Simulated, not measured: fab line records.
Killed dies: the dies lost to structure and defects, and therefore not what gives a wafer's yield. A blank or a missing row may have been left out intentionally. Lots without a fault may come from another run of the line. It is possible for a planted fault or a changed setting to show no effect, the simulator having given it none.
Chamber matching -- flow gf180mcu -- GF_V3_CVD_02 on pecvd-03: 3 sister chambers
The step deposits SiO2 from TEOS, target thk 850 nm, time 94.851 s. 6 wafers are shown with their chamber, then 8 later ones without.

== EACH WAFER AND ITS CHAMBER ==
wafer,chamber,heater-power-w (W),rf-fwd-power-W (W)
L083.2,2,606,593.8
L083.6,2,481,596.3
L088.2,0,699,593.1
L088.3,1,719,597.8
L088.5,0,715,592.0
L090.3,1,628,598.0

== WAFERS MISSING THEIR CHAMBER ==
wafer,heater-power-w (W),rf-fwd-power-W (W)
L090.5,611,594.9
L090.6,682,598.2
L094.1,644,599.3
L094.3,562,596.5
L094.4,688,597.1
L096.1,736,597.6
L096.4,669,596.8
L096.6,596,595.1

== WHICH CHAMBER EACH WENT THROUGH ==
wafer,from the rows above,in truth
L090.5,can't be placed: 2 or 0 or 1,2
L090.6,1,1
L094.1,1,1
L094.3,can't be placed: 2 or 1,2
L094.4,1,1
L096.1,1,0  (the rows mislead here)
L096.4,can't be placed: 1 or 2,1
L096.6,can't be placed: 2 or 1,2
Placed correctly: 3 of 8. From these rows, 4 cannot be placed; in 4 the true chamber is one of the candidates. Placed wrongly: 1.
How it was worked out, from the rows above alone: a wafer's distance from a chamber is the root of the sum, over the readings, of the square of ((its reading less the chamber's mean) divided by the reading's scatter). The wafer belongs to the nearest chamber; if the next one is less than 2 further off, it can't be placed. The mean given for a chamber averages the wafers shown for that chamber. The scatter is the square root of a quotient: the sum, over the shown wafers, of each reading's squared deviation from its chamber's mean, divided by wafers minus chambers.
